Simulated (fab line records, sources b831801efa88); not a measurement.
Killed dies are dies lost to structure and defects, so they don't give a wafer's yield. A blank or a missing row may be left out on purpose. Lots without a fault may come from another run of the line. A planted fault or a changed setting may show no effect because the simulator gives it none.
Chamber matching | flow sky130 | SKY_POLY_CUT_ETCH_11 on rie_diel-02: 4 sister chambers
The step etches Si3N4 in CF4/CH2F2/Ar, stops on poly-Si, time 42.5 s, target depth 60 nm. 8 wafers are shown with their chamber, then 8 later ones without.

WAFERS WITH THEIR CHAMBER
wafer  | chamber | drypump_motor_current_A (A) | throttle_valve_pct (%)
L077.4 | 2       | 5.4                         | 14.987
L083.1 | 1       | 6.5                         | 15.003
L083.2 | 2       | 5.4                         | 14.991
L083.6 | 0       | 5.0                         | 14.984
L086.3 | 3       | 4.8                         | 14.995
L086.4 | 1       | 6.5                         | 15.007
L086.6 | 0       | 5.1                         | 14.984
L093.2 | 3       | 4.8                         | 14.978

WAFERS WITHOUT THEIR CHAMBER
wafer  | drypump_motor_current_A (A) | throttle_valve_pct (%)
L093.4 | 6.5                         | 14.986
L093.6 | 5.1                         | 15.012
L095.1 | 5.1                         | 14.999
L095.4 | 5.4                         | 14.992
L095.5 | 4.8                         | 14.984
L097.1 | 5.1                         | 15.002
L097.4 | 5.4                         | 14.983
L097.5 | 6.5                         | 14.995

WHICH CHAMBER EACH WENT THROUGH
wafer  | from the rows above | in truth
L093.4 | 1                   | 1
L093.6 | 0                   | 0
L095.1 | 0                   | 0
L095.4 | 2                   | 2
L095.5 | 3                   | 3
L097.1 | 0                   | 0
L097.4 | 2                   | 2
L097.5 | 1                   | 1
Placed correctly: 8 of 8. Can't be placed from these rows: 0. Placed wrongly: 0.
How it was worked out, from the rows above alone: a wafer's distance from a chamber is the root of the sum, over the readings, of the square of ((its reading less the chamber's mean) divided by the reading's scatter). The wafer belongs to the nearest chamber; if the next one is less than 2 further off, it can't be placed. A chamber's mean is the mean of its shown wafers. The scatter: the root of (the sum of the squares of (reading less its chamber's mean) over the shown wafers, divided by (wafers less chambers)).
